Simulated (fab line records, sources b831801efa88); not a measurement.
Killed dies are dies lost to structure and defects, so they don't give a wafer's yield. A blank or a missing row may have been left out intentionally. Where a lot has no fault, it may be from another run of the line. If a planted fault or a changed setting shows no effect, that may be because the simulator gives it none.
2 desks looking at one fault | flow sky130 | numbers are kept per desk, each desk with only its own; the story behind them comes last

== METROLOGY DESK ==
Means of the sampled wafers that have a number, per lot and without regard to the tool the lot ran on: this is what the gauges read. A lot is out of limits, marked OUT, if its mean lies more than 4 standard deviations from the usual mean; the brackets give that distance.
Columns: A = PWDE_RS at SKY_NWELL_RS_MEAS_31, usual 5277 ohm/sq
lot  | first seen here | A
L409 | day 6 02:50     | 5276
L410 | day 6 03:08     | 5269
L419 | day 8 05:10     | 5210
L420 | day 8 15:05     | 5231
L421 | day 8 19:55     | 5294
L422 | day 9 00:19     | 5272
L423 | day 9 05:04     | 5282
L424 | day 9 11:01     | 5282
L425 | day 9 15:04     | 5259
L426 | day 9 19:28     | 5271
L427 | day 10 05:21    | 5283
L428 | day 10 09:52    | 5251
L429 | day 10 15:58    | 5283
L431 | day 11 01:35    | 5314
This desk's verdict: no lot among the 14 shows anything out of limits.

== AT THE TOOL OWNER'S DESK: implanter-03 ==
For each lot that ran on this tool, the mean over its sampled wafers that have a number, from the tool's own readings at SKY_PWDE_IMPLANT_08. A lot is out of limits, marked OUT, if its mean lies more than 4 standard deviations from the usual mean; the brackets give that distance.
Columns: A = beam_energy_keV at SKY_PWDE_IMPLANT_08, usual 150.00
lot  | first seen here | A
L419 | day 6 12:03     | 182.44 (+99 or more) OUT
L420 | day 6 21:38     | 182.47 (+99 or more) OUT
This desk finds L419, L420 out of limits, L419 being first, at day 6 12:03 (beam_energy_keV at SKY_PWDE_IMPLANT_08). In limits: none.

== TAKEN TOGETHER ==
The tool owner's desk had the chance to raise an alarm at day 6 12:03 on L419, L420.
At the metrology desk, nothing out of limits was observed.
The metrology desk has L419, L420 on record, within its limits.
SKY_PWDE_IMPLANT_08 was run on implanter-03 by each of the lots named.

== WHAT THE SIMULATOR HAD INSERTED ==
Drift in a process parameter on implanter-03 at SKY_PWDE_IMPLANT_08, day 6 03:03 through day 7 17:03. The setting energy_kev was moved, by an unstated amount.
Lots struck among those shown: L419, L420.
Delay in hours, fault start to first out-of-limits reading, by desk: the tool owner's desk at 9.
